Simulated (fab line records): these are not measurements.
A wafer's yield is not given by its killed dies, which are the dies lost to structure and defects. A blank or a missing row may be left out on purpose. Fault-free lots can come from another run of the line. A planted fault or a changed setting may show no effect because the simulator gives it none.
Which of the tools did it? | flow sfq line | 14 lots, 42 wafers sampled, at 2 steps of a route of 325

WHAT THE GAUGES SHOWED, per wafer
SFQ_C5_OVL_MEAS_937. Usual: C5_OVL -1 nm, standard deviation 5.4.
lot  | measured     | on         | C5_OVL (nm) | flag
L930 | day 62 01:52 | overlay-01 | 2 -3 0      |
L931 | day 65 04:44 | overlay-01 | -2 4 -2     |
L932 | day 65 05:56 | overlay-01 | -2 -11 -1   |
L935 | day 76 08:35 | overlay-01 | -2 -8 1     |
L944 | day 77 21:47 | overlay-02 | -4 3 -1     |
L945 | day 78 03:47 | overlay-01 | -2 -3 -1    |
L946 | day 78 08:35 | overlay-01 | -10 -12 -12 |
L947 | day 78 10:59 | overlay-01 | -2 -2 -6    |
L948 | day 78 12:11 | overlay-01 | -17 -10 -9  |
L949 | day 78 14:35 | overlay-02 | 0 -1 -1     |
L950 | day 78 18:11 | overlay-01 | 3 0 1       |
L951 | day 79 15:18 | overlay-01 | 1 0 4       |
L952 | day 79 19:55 | overlay-02 | -1 9 5      |
L953 | day 79 21:06 | overlay-02 | 3 0 1       |

WHICH TOOL RAN EACH LOT (tool, then ch and the chambers of the sampled wafers, then the start)
lot  | SFQ_TRILAYER_I5_STRIP_STRIP_148
L930 | rie metal-02 ch 0,1, day 61 08:50
L931 | rie metal-03 ch 0,1, day 64 19:26
L932 | rie metal-02 ch 0,1, day 64 20:26
L935 | rie metal-02 ch 0,1, day 72 10:32
L944 | rie metal-03 ch 0,1, day 74 03:16
L945 | rie metal-03 ch 0,1, day 74 11:40
L946 | rie metal-03 ch 0,1, day 74 16:28
L947 | rie metal-01 ch 0,1, day 74 17:40
L948 | rie metal-03 ch 0,1, day 74 18:52
L949 | rie metal-01 ch 0,1, day 74 20:04
L950 | rie metal-01 ch 0,1, day 74 22:28
L951 | rie metal-03 ch 0,1, day 75 16:16
L952 | rie metal-01 ch 0,1, day 75 22:18
L953 | rie metal-02 ch 0,1, day 75 23:12
- SFQ_TRILAYER_I5_STRIP_STRIP_148: strips in O2.

WHAT THE TOOLS THEMSELVES READ (means of the sampled wafers that have a number; where no wafer has one, the mark that the record gives instead)
SFQ_TRILAYER_I5_STRIP_STRIP_148. Usual: drypump motor current A 5.6 A, standard deviation 0.33; oes product au 1.002 a.u., standard deviation 0.0083.
lot  | tool         | drypump motor current A (A) | oes product au (a.u.) | flag
L930 | rie metal-02 | 6.0                         | 1.001                 |
L931 | rie metal-03 | 5.3                         | 0.999                 |
L932 | rie metal-02 | 5.7                         | 0.996                 |
L935 | rie metal-02 | 5.9                         | 1.005                 |
L944 | rie metal-03 | 5.4                         | 0.998                 |
L945 | rie metal-03 | 5.3                         | 1.003                 |
L946 | rie metal-03 | 5.3                         | 1.000                 |
L947 | rie metal-01 | 5.7                         | 1.009                 |
L948 | rie metal-03 | 5.4                         | 0.996                 |
L949 | rie metal-01 | 5.7                         | 1.003                 |
L950 | rie metal-01 | 5.6                         | 1.010                 |
L951 | rie metal-03 | 5.3                         | 1.005                 |
L952 | rie metal-01 | 5.8                         | 1.019                 |
L953 | rie metal-02 | 5.7                         | 0.994                 |

THE ANSWER, worked out from the rows above alone
Rule: lot off if the mean of its wafers having a number is beyond 3 standard deviations from the usual mean. A lot without any number at a reading at which 4 lots or more have one is off too. Where the step has rows for the other lots, those lots are counted as sound. After the gauges, taken in route order, come the tools' own readings; for these a lot's mean is taken, as printed above. The first step at which some lot is off is used, and at that step the reading that is off furthest; a lot without a number counts as furthest.
No lot is off on any of the readings shown, so nothing can be concluded from this.

WHAT THE SIMULATOR HAD INSERTED
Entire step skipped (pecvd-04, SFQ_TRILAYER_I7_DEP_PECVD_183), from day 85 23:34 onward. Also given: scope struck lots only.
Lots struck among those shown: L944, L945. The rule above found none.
